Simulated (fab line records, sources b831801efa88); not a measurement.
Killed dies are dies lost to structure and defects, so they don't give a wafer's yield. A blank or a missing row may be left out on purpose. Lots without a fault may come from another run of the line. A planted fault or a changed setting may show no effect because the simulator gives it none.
Which tool did it? | flow gf180mcu | 12 lots, 36 wafers sampled, at 4 steps of a route of 602

WHAT THE GAUGES READ, wafer by wafer
GF_V5_OVL_MEAS_15.
lot  | measured     | on         | V5_OVL (nm)
L075 | day 27 13:33 | overlay-01 | -2 0 1
L077 | day 28 02:44 | overlay-02 | 13 14 7
L079 | day 28 10:14 | overlay-01 | -3 -2 -7
L081 | day 29 03:16 | overlay-02 | 11 8 13
L083 | day 29 23:31 | overlay-02 | -1 -2 1
L085 | day 30 12:36 | overlay-02 | -15 -10 -7
L087 | day 31 02:54 | overlay-02 | -5 -7 -8
L089 | day 31 13:11 | overlay-02 | 11 8 12
L091 | day 32 01:14 | overlay-02 | -4 0 -5
L093 | day 32 11:16 | overlay-02 | -6 0 -6
L095 | day 33 13:43 | overlay-01 | 12 5 8
L097 | day 34 00:16 | overlay-01 | 4 6 9

WHICH TOOL RAN EACH LOT (tool, then ch and the chambers of the sampled wafers, then the start)
lot  | GF_V3_SPUTTER_21             | GF_V4_SPUTTER_22             | GF_MIM_STRIP_20
L075 | pvd_sputter-03, day 22 19:56 | pvd_sputter-03, day 24 19:35 | plasma_asher-02 ch 0,1, day 25 17:52
L077 | pvd_sputter-03, day 23 11:30 | pvd_sputter-03, day 25 10:34 | plasma_asher-02 ch 0,1, day 26 07:57
L079 | pvd_sputter-03, day 23 20:29 | pvd_sputter-03, day 25 17:35 | plasma_asher-02 ch 0,1, day 26 15:41
L081 | pvd_sputter-01, day 24 15:51 | pvd_sputter-03, day 26 13:29 | plasma_asher-04 ch 0,1, day 27 10:16
L083 | pvd_sputter-03, day 25 14:56 | pvd_sputter-01, day 27 10:47 | plasma_asher-01 ch 0,1, day 28 07:32
L085 | pvd_sputter-02, day 26 04:23 | pvd_sputter-01, day 28 01:05 | plasma_asher-02 ch 0,1, day 28 21:47
L087 | pvd_sputter-03, day 26 21:16 | pvd_sputter-03, day 28 16:47 | plasma_asher-04 ch 0,1, day 29 13:04
L089 | pvd_sputter-03, day 27 09:44 | pvd_sputter-04, day 29 03:22 | plasma_asher-04 ch 0,1, day 29 23:35
L091 | pvd_sputter-02, day 27 22:35 | pvd_sputter-04, day 29 16:49 | plasma_asher-04 ch 0,1, day 30 12:11
L093 | pvd_sputter-01, day 28 13:00 | pvd_sputter-04, day 30 05:58 | plasma_asher-04 ch 0,1, day 30 23:50
L095 | pvd_sputter-03, day 29 19:10 | pvd_sputter-01, day 31 10:14 | plasma_asher-01 ch 0,1, day 32 04:29
L097 | pvd_sputter-03, day 30 07:42 | pvd_sputter-04, day 31 21:21 | plasma_asher-04 ch 0,1, day 32 14:50
- GF_V3_SPUTTER_21: material Ti, target thk 15 nm, time 80.02 s.
- GF_V4_SPUTTER_22: material TiN, target thk 10 nm, time 40 s.
- GF_MIM_STRIP_20: strips in O2/N2.

THE ANSWER, worked out from the rows above alone
Rule: what is usual is taken from the lots themselves. Put in order of their means at a reading, lots are off if they are a third of the lots or fewer, leave a main group of 4 or more, and stand apart from it by a gap of 3 or more times the standard deviation of the main group's means; of several such gaps the widest counts. A main group whose means are all the same, to the digits that the tables above print for the reading, isn't used. A lot without any number at a reading at which 4 lots or more have one is off too. The other lots that the step has rows for count as sound.
No lot is off at any reading shown: from this, nothing can be told.

WHAT THE SIMULATOR HAD PUT IN
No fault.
